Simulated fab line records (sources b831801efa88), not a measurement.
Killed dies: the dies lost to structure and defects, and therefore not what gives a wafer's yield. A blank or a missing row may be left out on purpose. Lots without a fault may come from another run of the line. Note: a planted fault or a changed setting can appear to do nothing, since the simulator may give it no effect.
8D (eight disciplines) problem report, filled in by code ; flow sky130 ; the parts of the form that need people (team, actions taken, sign-off) are left out

== 1. THE ISSUE ==
Across 6 wafers from 2 lots, POLY_GATE_OVL at SKY_POLY_GATE_OVL_MEAS_14 averages 35 nm, while fault-free wafers read 0 nm with a standard deviation of 5.6. Relative to the usual mean, that is a shift of +6.3 standard deviations.
First observed at day 21 20:55: wafer L872.1, on overlay-02. The record has a number at this step for 39 wafers belonging to 13 lots. Rule for "out" (also "out of limits"): further than 4 standard deviations from the usual mean. The other wafers with a number count as sound.

== 2. WHAT IT IS AND WHAT IT IS NOT ==
question;is;is not
which readings at this step;POLY_GATE_OVL;-
which lots;L872, L878;L858, L859, L860, L864, L865, L866, L867, L868, L873, L875, L881
which wafers of those lots;all that have a number;-
read on which gauges;overlay-01, overlay-02;-
when;from day 21 20:55;"up to then (27 sound wafers); but 6 sound wafers of L875, L881 came after"

== 3. THE SUSPECTS, EACH WITH WHAT RULES IT OUT ==
Counting: any tool at a process step up to the reading is kept as a suspect provided that every lot that is out went through it and no sound lot did after the first of them.
- the gauge at SKY_POLY_GATE_OVL_MEAS_14 has been ruled out. The wafers that are out were read on 2 gauges (overlay-01, overlay-02).
- krfScanner-01 at SKY_POLY_GATE_EXPOSE_10 (exposes mask P1M, target cd 150 nm): kept. Every lot that is out went through it, starting with L872 (day 21 05:52), and after that it ran no sound lot; the last sound lot it ran before then is L868 (day 19 11:32).
After counting, what remains is krfScanner-01 at SKY_POLY_GATE_EXPOSE_10.

== 4. THE CAUSE (what the simulator had put in) ==
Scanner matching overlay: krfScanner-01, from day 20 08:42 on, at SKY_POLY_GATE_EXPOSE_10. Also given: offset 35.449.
The count eliminated every tool but this one.

== 5. SEQUENCE OF EFFECTS, ordered by route ==
Rows list readings where the struck wafers' mean (over those with a number) sits beyond 3 standard deviations from the usual. Only readings for which the record gives a usual standard deviation are gone through. hours: the time from each lot's start at the first step in this table that gives one to its start at this step, as a median over the lots. sigmas: the change in usual standard deviations.
hours;step;reading;usual;on struck wafers;change;sigmas
0;SKY_POLY_GATE_OVL_MEAS_14;POLY_GATE_OVL;0 nm;35;+35;+6.3

== 6. HOW IT WOULD HAVE BEEN CAUGHT EARLIER ==
36 hours passed between the start of the fault at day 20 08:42 and the first reading out of limits at a measuring or inspecting step in this record, taken at day 21 20:55.
Lots out: 2; of these, L878 started SKY_POLY_GATE_EXPOSE_10 on krfScanner-01 after day 21 20:55. It would have been spared by a hold on the tool at that moment.
